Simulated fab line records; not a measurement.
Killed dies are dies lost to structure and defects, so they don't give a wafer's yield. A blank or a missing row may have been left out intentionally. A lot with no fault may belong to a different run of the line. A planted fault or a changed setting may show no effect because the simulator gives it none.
Code-filled problem report in 8D (eight disciplines) form ; flow sky130 ; the parts of the form that need people (team, actions taken, sign-off) are left out

1. PROBLEM STATEMENT
Mean of sort_bin_3_pad_short at SKY_PAD_OPEN_PROBE_99: 3.3 % across 4 wafers in 2 lots; on wafers with no fault it is 0.9 % (standard deviation 0.4). Measured from the usual mean, that is +6.1 standard deviations.
Earliest sighting: wafer L722.2 on prober-01 at day 48 17:41. At this step, 17 wafers from 6 lots have a number in the record. Rule for "out" (also "out of limits"): further than 4 standard deviations from the usual mean. Any other wafer with a number is counted as sound.

2. WHAT THIS IS AND IS NOT
question;is;is not
which readings at this step;sort_bin_3_pad_short;killed_at_M4_up, killed at contacts, killed at front end, killed at other, killed open, killed short, sort_bin_6_memory
which lots;L722, L725;L715, L720, L724, L732
which wafers of those lots;L722.2, L722.6, L725.3, L725.6;L722.1, L725.4
read on which tools;prober-01, prober-02;-
when;from day 48 17:41;"up to then (6 sound wafers); but 7 sound wafers of L724, L725, L732 came after"

3. WHAT RULES OUT EACH SUSPECT
Counting: a tool at a process step up to the reading stays a suspect if it ran every lot that is out. Sound lots after the first of them don't rule it out here, since some wafers of a struck lot are sound.
- rie metal-03 at SKY_METAL3_METAL_ETCH_18 (etches the open film in Cl2/BCl3, stops on SiO2, target depth 845 nm, time 183.1 s): kept. It ran every lot that is out, first L722 (day 42 04:29).
- pvd sputter-03 at SKY_METAL4_SPUTTER_04 (material TiN, target thk 70 nm, time 58.3 s): kept. It ran every lot that is out, first L722 (day 43 06:52); its last sound lot up to then is L715 (day 41 12:24).
- Within rie metal-03 at SKY_METAL3_METAL_ETCH_18, the wafers that are out were processed in chamber 0 and their sound lot-mates in chamber 1.
The count leaves pvd sputter-03 at SKY_METAL4_SPUTTER_04 and rie metal-03 at SKY_METAL3_METAL_ETCH_18.

4. THE CAUSE (what the simulator had put in)
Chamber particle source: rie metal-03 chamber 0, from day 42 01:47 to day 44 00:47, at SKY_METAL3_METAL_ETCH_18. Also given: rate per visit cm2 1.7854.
After counting, 2 suspects remain, this tool included.

5. SEQUENCE OF EFFECTS, ordered by route
One row per reading whose mean, taken over the struck wafers that have a number, lies over 3 standard deviations from the usual. Scope: only readings with a usual standard deviation given in the record; hours: median across lots of the time from each lot's start at the first step in this table that gives one to its start at this step; sigmas: change in usual standard deviations.
hours;step;reading;usual;on struck wafers;change;sigmas
0;SKY_PAD_OPEN_PROBE_99;defect limited yield;82.5 %;76.9;-5.6;-3.1
0;SKY_PAD_OPEN_PROBE_99;killed_at_M0_to_M3;44;74;+30;+4.6
0;SKY_PAD_OPEN_PROBE_99;killed dies;86;114;+28;+3.2
0;SKY_PAD_OPEN_PROBE_99;sort_bin_3_pad_short;0.9 %;3.3;+2.4;+6.1
0;SKY_PAD_OPEN_PROBE_99;sort n pass;406;378;-28;-3.2
0;SKY_PAD_OPEN_PROBE_99;sort yield pct;82.5 %;76.9;-5.6;-3.1
Process steps it contains:
- SKY_PAD_OPEN_PROBE_99

6. WHAT WOULD HAVE CAUGHT IT SOONER
The fault began at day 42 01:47; the first out-of-limits reading in this record came at day 48 17:41, 160 hours later.
An alarm limit of 4 standard deviations would not have fired on the tool readings at SKY_METAL3_METAL_ETCH_18 for which the record gives a usual standard deviation, since none of them was out on any struck wafer.
By day 48 17:41 the whole set of lots that are out, 2 in number, had already begun SKY_METAL3_METAL_ETCH_18 on rie metal-03. Had the tool been put on hold then, not one of them would have been saved.
